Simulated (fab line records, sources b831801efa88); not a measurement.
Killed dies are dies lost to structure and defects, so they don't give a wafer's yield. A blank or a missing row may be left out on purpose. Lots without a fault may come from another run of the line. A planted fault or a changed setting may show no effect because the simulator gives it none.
Chamber matching | flow gf180mcu | GF_V3_ETCH_16 on rie_diel-03: 4 sister chambers
The step etches BARC in N2/H2. 24 wafers are shown with their chamber, then 12 later ones without.

WAFERS WITH THEIR CHAMBER
wafer  | chamber | drypump_motor_current_A (A) | throttle_valve_pct (%) | oes_product_au (a.u.)
L074.1 | 3       | 6.2                         | 13.251                 | 0.856
L074.2 | 1       | 5.4                         | 13.227                 | 0.861
L074.3 | 2       | 5.8                         | 13.224                 | 0.854
L074.4 | 0       | 6.3                         | 13.235                 | 0.855
L074.5 | 3       | 6.2                         | 13.211                 | 0.856
L074.6 | 0       | 6.3                         | 13.229                 | 0.856
L078.1 | 1       | 5.4                         | 13.212                 | 0.858
L078.2 | 3       | 6.2                         | 13.215                 | 0.858
L078.3 | 2       | 5.8                         | 13.207                 | 0.849
L078.4 | 0       | 6.3                         | 13.222                 | 0.855
L078.5 | 2       | 5.8                         | 13.242                 | 0.854
L078.6 | 1       | 5.4                         | 13.237                 | 0.844
L079.1 | 0       | 6.3                         | 13.223                 | 0.852
L079.2 | 3       | 6.2                         | 13.212                 | 0.851
L079.3 | 1       | 5.4                         | 13.218                 | 0.853
L079.4 | 0       | 6.3                         | 13.213                 | 0.853
L079.5 | 1       | 5.5                         | 13.223                 | 0.850
L079.6 | 3       | 6.2                         | 13.223                 | 0.848
L081.1 | 0       | 6.3                         | 13.213                 | 0.857
L081.2 | 3       | 6.2                         | 13.223                 | 0.854
L081.3 | 1       | 5.4                         | 13.241                 | 0.869
L087.1 | 2       | 5.8                         | 13.223                 | 0.860
L087.3 | 0       | 6.3                         | 13.224                 | 0.853
L087.4 | 1       | 5.4                         | 13.241                 | 0.855

SIGNATURES (means of the wafers above)
reading                 | chamber 0 | chamber 1 | chamber 2 | chamber 3 | scatter within a chamber
drypump_motor_current_A | 6.300     | 5.414     | 5.800     | 6.200     | 0.0207
throttle_valve_pct      | 13.22271  | 13.22843  | 13.22400  | 13.22250  | 0.0121
oes_product_au          | 0.85443   | 0.85571   | 0.85425   | 0.85383   | 0.00518
Rule: a wafer's distance from a chamber is the root of the sum, over the readings, of the square of ((its reading less the chamber's mean) divided by the reading's scatter). The wafer belongs to the nearest chamber; if the next one is less than 2 further off, it can't be placed. The scatter: the root of (the sum of the squares of (reading less its chamber's mean) over the shown wafers, divided by (wafers less chambers)).

WAFERS WITHOUT THEIR CHAMBER
wafer  | drypump_motor_current_A (A) | throttle_valve_pct (%) | oes_product_au (a.u.)
L089.1 | 5.5                         | 13.229                 | 0.854
L089.3 | 5.8                         | 13.229                 | 0.857
L089.5 | 5.4                         | 13.212                 | 0.851
L092.2 | 6.3                         | 13.212                 | 0.860
L092.3 | 6.2                         | 13.219                 | 0.857
L092.6 | 6.2                         | 13.244                 | 0.859
L096.1 | 5.4                         | 13.222                 | 0.850
L096.2 | 6.2                         | 13.231                 | 0.853
L096.6 | 6.2                         | 13.235                 | 0.852
L097.1 | 5.4                         | 13.225                 | 0.853
L097.5 | 5.8                         | 13.225                 | 0.864
L097.6 | 6.2                         | 13.220                 | 0.852

WHICH CHAMBER EACH WENT THROUGH
wafer  | from the rows above | in truth
L089.1 | 1                   | 1
L089.3 | 2                   | 2
L089.5 | 1                   | 1
L092.2 | 0                   | 0
L092.3 | 3                   | 3
L092.6 | 3                   | 3
L096.1 | 1                   | 1
L096.2 | 3                   | 3
L096.6 | 3                   | 3
L097.1 | 1                   | 1
L097.5 | 2                   | 2
L097.6 | 3                   | 3
Placed correctly: 12 of 12. Can't be placed from these rows: 0. Placed wrongly: 0.
